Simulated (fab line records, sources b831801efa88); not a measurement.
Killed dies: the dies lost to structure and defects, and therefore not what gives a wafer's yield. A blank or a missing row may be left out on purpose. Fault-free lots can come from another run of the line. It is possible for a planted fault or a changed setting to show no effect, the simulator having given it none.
A struck lot beside a sound one + flow sky130 + 19 steps out of a route of 708
Sound: wafers L223.1, L223.4, L223.5. Struck: wafers L235.2, L235.3, L235.5. The cause is named last.
Order at every step that has rows: each side's tool, ch and its chambers, its first start. Under that, the readings that differ: sound wafers + struck wafers + difference of the means + sigmas: that difference in standard deviations of wafers without a fault.
alike: a reading whose means differ by less than 2 such deviations, as well as words and numbers matching on both sides. not compared: withheld readings; readings where some wafer has no value; bounds like >300 that might hide an equal value; numbers whose values overlap and for which the record gives no deviation.
The two part at a step that has a row with sigmas, a row that says differs or no value, or rows on one side only. Non-overlapping numbers with no deviation appear without sigmas and do not part them. Lack of a reading on every wafer of one side parts them only where that side has two or more wafers.

first, 1 step without rows for these wafers: SKY_RES_XHIGH_IMPLANT_07.
SKY_RES_XHIGH_STRIP_08: strips in O2/N2.
  sound on plasmaAsher-02 ch 0, day 26 22:46; struck on plasmaAsher-04 ch 1, day 31 06:34
| reading                  | sound       | struck      | difference | sigmas |
|--------------------------|-------------|-------------|------------|--------|
| drypumpMotorCurrentA (A) | 5.3 5.3 5.3 | 6.1 6.1 6.1 | +0.8       | +3     |
  alike: oesProductAu, stripTimeToEndpointS
  not compared: rfHoursCounterH
SKY_RES_XHIGH_TW_MEAS_09:
  sound: filmMetro-02 at day 26 22:52; struck: filmMetro-02 at day 31 06:40
  alike: RES_XHIGH_TW
then, 7 steps without rows for these wafers: SKY_SD_N_DEHYDRATE_00 (time 60 s); SKY_SD_N_HMDS_01 (prime time 60 s); SKY_SD_N_COAT_02 (resist thk 1140 nm); SKY_SD_N_SOFTBAKE_03 (time 60 s); SKY_SD_N_EXPOSE_04 (exposes mask NSDM, target cd 380 nm); SKY_SD_N_PEB_05; SKY_SD_N_DEVELOP_06 (develop time 60 s).
SKY_SD_N_CD_MEAS_07: the cd target is 380 nm.
  sound: cdSem-01 at day 28 02:57; struck: cdSem-02 at day 32 09:29
| reading   | sound             | struck            | difference | sigmas |
|-----------|-------------------|-------------------|------------|--------|
| cdNm (nm) | 376.8 377.3 375.3 | 382.0 383.5 382.6 | +6.2       | +2     |
SKY_SD_N_OVL_MEAS_08:
  sound: overlay-02 at day 28 03:04; struck: overlay-01 at day 32 09:37
  alike: SD_N_OVL
SKY_SD_N_IMPLANT_09:
  struck on implanter-01, day 32 09:40; sound on implanter-04 ch 0, day 28 03:07
  no value came back on the struck wafers for beamEnergyKeV, beamOnS (s), tiltDeg (degrees); on the sound wafers beamEnergyKeV reads 50.004 50.012 49.978
next, for these wafers, 1 step has no rows: SKY_SD_N_IMPLANT_10.
SKY_SD_N_STRIP_11: strips in O2/N2.
  sound on plasmaAsher-03 ch 0,1, day 28 03:25; struck on plasmaAsher-03 ch 0,1, day 32 09:57
| reading                  | sound             | struck            | difference | sigmas      |
|--------------------------|-------------------|-------------------|------------|-------------|
| oesProductAu (a.u.)      | 0.523 0.532 0.520 | 0.715 0.722 0.718 | +0.193     | +45         |
| stripTimeToEndpointS (s) | 22.61 22.55 22.57 | 14.19 14.15 14.18 | -8.40      | -99 or more |
  alike: drypumpMotorCurrentA
  not compared: rfHoursCounterH
SKY_SD_N_TW_MEAS_12:
  sound: filmMetro-04 at day 28 03:31; struck: filmMetro-04 at day 32 10:04
| reading | sound          | struck         | difference | sigmas |
|---------|----------------|----------------|------------|--------|
| SD_N_TW | 3950 3948 3937 | 1377 1378 1378 | -2567      | -99    |
then, 1 step without rows for these wafers: SKY_SD_N_CLEAN_13 (cleans in SC1/SC2, time 150 s).
SKY_SD_N_RTA_14: time 2 s.
  sound on rtpAnneal-01 ch 0, day 28 03:37; struck on rtpAnneal-01 ch 0, day 32 10:10
  alike: lampPowerPct, wafer_temp_C_max
SKY_SD_N_RS_MEAS_16: measures by four-point-probe.
  sound: filmMetro-03 at day 28 03:48; struck: filmMetro-02 at day 32 10:21
| reading          | sound             | struck               | difference | sigmas      |
|------------------|-------------------|----------------------|------------|-------------|
| SD_N_RS (ohm/sq) | 68.50 68.45 68.44 | 442.32 442.27 443.32 | +374.17    | +99 or more |

## WHERE THEY PART
First at SKY_RES_XHIGH_STRIP_08; last, within this record, at SKY_SD_N_RS_MEAS_16.

WHY: what had been put in by the simulator
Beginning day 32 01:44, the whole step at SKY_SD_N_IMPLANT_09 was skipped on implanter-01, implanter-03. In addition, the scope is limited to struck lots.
